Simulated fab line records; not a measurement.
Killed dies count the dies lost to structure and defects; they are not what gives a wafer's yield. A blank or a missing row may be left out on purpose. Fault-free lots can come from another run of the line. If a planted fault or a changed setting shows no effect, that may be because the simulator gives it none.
Struck lot and sound lot, side by side -- flow gf180mcu -- 15 steps out of a route of 602
Sound: wafers L491.4, L491.5, L491.6. Wafers struck: L500.1, L500.2, L500.4. Last of all comes the cause.
For every step that has rows: the tool of each side, followed by ch and its chambers, followed by its first start. Under that, the readings that differ: sound wafers -- struck wafers -- difference of the means -- sigmas: that difference in standard deviations of wafers without a fault.
alike: same words and numbers on both sides, and readings whose means sit less than 2 such deviations apart. not compared: any withheld reading, any reading some wafer has no value for, any bound like >300 that may hide the same value, and any number with overlapping values for which the record gives no deviation.
Wherever a step has rows on one side only, a row that says differs or no value, or a row with sigmas, the two part there. Numbers that have no deviation but don't overlap get no sigmas and don't part them. Lack of a reading on every wafer of one side parts them only where that side has two or more wafers.

first, 2 steps without rows for these wafers: GF_V4_SPUTTER_22 (material TiN, target thk 10 nm, time 40 s); GF_V4_CVD_23 (deposits W, target thk 350 nm, time 104.9 s).
GF_V4_RS_MEAS_24: a four-point-probe measurement.
  struck on film metro-02, day 28 02:25; sound on film metro-04, day 25 01:26
reading,sound,struck,difference,sigmas
V4_W_RS (ohm/sq),0.326 0.321 0.319,0.328 0.329 0.336,+0.009,+2
GF_V4_THK_MEAS_25: measures by xrf.
  struck on film metro-02, day 28 02:32; sound on film metro-04, day 25 01:32
reading,sound,struck,difference,sigmas
V4_W_THK (nm),361 366 371,354 356 348,-13,-3
then, 1 step without rows for these wafers: GF_V4_CMP_26 (polishes, stops on SiO2, t overpolish 15 s, target thk 0 nm).
GF_MIM_SPUTTER_00: material Ti, target thk 37.5 nm, time 150 s.
  struck on pvd sputter-01, day 28 02:53; sound on pvd sputter-01, day 25 01:52
  alike: chamber pressure pa, throttle valve pct
then, 1 step without rows for these wafers: GF_MIM_SPUTTER_01 (material TiN, target thk 30 nm, time 25 s).
GF_MIM_SPUTTER_02: material AlCu, target thk 450 nm, time 23.9 s.
  struck on pvd sputter-01, day 28 03:01; sound on pvd sputter-01, day 25 01:59
  alike: chamber pressure pa, throttle valve pct
then, 1 step without rows for these wafers: GF_MIM_SPUTTER_03 (material Ti, target thk 10 nm, time 6.7 s).
GF_MIM_SPUTTER_04: material TiN, target thk 50 nm, time 41.7 s.
  struck on pvd sputter-01, day 28 03:04; sound on pvd sputter-01, day 25 02:02
  alike: chamber pressure pa, throttle valve pct
GF_MIM_CVD_05: deposits Si3N4, target thk 42 nm, time 29.086 s.
  sound on pecvd-03 ch 0,1,2, day 25 02:06; struck on pecvd-01 ch 0,2, day 28 03:07
  alike: heater power w
GF_MIM_THK_MEAS_06:
  struck on film metro-03, day 28 03:09; sound on film metro-03, day 25 02:08
  alike: MIM_CVD_05_THK
GF_MIM_SPUTTER_07: material TiN, target thk 60 nm, time 50 s.
  struck on pvd sputter-02, day 28 03:13; sound on pvd sputter-02, day 25 02:12
reading,sound,struck,difference,sigmas
chamber pressure pa (Pa),0.3992 0.3995 0.4014,0.4341 0.4322 0.4343,+0.0335,+35
  alike: throttle valve pct
GF_MIM_SPUTTER_08: material AlCu, target thk 200 nm, time 10.6 s.
  struck on pvd sputter-02, day 28 03:15; sound on pvd sputter-02, day 25 02:14
  alike: chamber pressure pa, throttle valve pct
-- the record jumps here: 4 days lie between the struck wafers' starts before and after (it left off in module MIM and takes up again in module PASSIVATION, whose first step shown is number 602 of the route) --
GF_PASSIVATION_PROBE_99:
  record: rows for the struck wafers here (prober-01, day 32 06:19), none for the sound ones

## WHERE THEY PART
At GF_V4_RS_MEAS_24 first; at GF_PASSIVATION_PROBE_99 last (within this record only).

WHY: whatever the simulator had introduced
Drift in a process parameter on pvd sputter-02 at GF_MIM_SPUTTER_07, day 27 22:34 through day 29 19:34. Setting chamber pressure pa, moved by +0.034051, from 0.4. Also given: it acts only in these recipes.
